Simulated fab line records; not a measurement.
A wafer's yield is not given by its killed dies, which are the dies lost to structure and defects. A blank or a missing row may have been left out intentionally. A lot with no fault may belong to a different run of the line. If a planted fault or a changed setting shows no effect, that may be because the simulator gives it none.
Which tool is to blame? || flow gf180mcu || at 1 step of a route of 602, 12 lots with 36 wafers sampled

== WHAT THE GAUGES READ, wafer by wafer ==
GF_STI_BOW_MEAS_00.
{"lot": "L075", "measured": "day 1 15:00", "on": "film_metro-04", "INCOMING_BOW (um)": "17 -6 9"}
{"lot": "L077", "measured": "day 2 01:01", "on": "film_metro-04", "INCOMING_BOW (um)": "-5 4 -9"}
{"lot": "L079", "measured": "day 2 11:00", "on": "film_metro-04", "INCOMING_BOW (um)": "-2 1 2"}
{"lot": "L081", "measured": "day 2 21:01", "on": "film_metro-03", "INCOMING_BOW (um)": "0 -2 -5"}
{"lot": "L083", "measured": "day 3 07:00", "on": "film_metro-03", "INCOMING_BOW (um)": "2 -2 -2"}
{"lot": "L085", "measured": "day 3 17:00", "on": "film_metro-03", "INCOMING_BOW (um)": "-1 -11 -3"}
{"lot": "L087", "measured": "day 4 03:00", "on": "film_metro-03", "INCOMING_BOW (um)": "-3 -10 1"}
{"lot": "L089", "measured": "day 4 13:00", "on": "film_metro-04", "INCOMING_BOW (um)": "-2 -5 4"}
{"lot": "L091", "measured": "day 4 23:01", "on": "film_metro-03", "INCOMING_BOW (um)": "1 1 4"}
{"lot": "L093", "measured": "day 5 09:00", "on": "film_metro-01", "INCOMING_BOW (um)": "2 -2 -4"}
{"lot": "L095", "measured": "day 5 19:00", "on": "film_metro-01", "INCOMING_BOW (um)": "-6 1 -1"}
{"lot": "L097", "measured": "day 6 05:00", "on": "film_metro-03", "INCOMING_BOW (um)": "3 10 7"}

== EACH LOT AND THE TOOL THAT RAN IT (in order: tool; ch and the chambers of the sampled wafers; start) ==
Before these readings, the record contains no process step.

== THE ANSWER, worked out from the rows above alone ==
Rule: the lots themselves supply what counts as usual. The widest of any qualifying gaps counts: lots, ordered by their means at a reading, are off when they make up no more than a third of the lots, leave a main group of 4 or more, and stand apart from it by 3 or more times the standard deviation of that group's means. The tables above print the reading to a certain number of digits; a main group whose means all agree to those digits is not used. A lot without any number at a reading at which 4 lots or more have one is off too. The other lots that the step has rows for count as sound.
No lot is off at any reading shown: from this, nothing can be told.

== WHAT THE SIMULATOR HAD INSERTED ==
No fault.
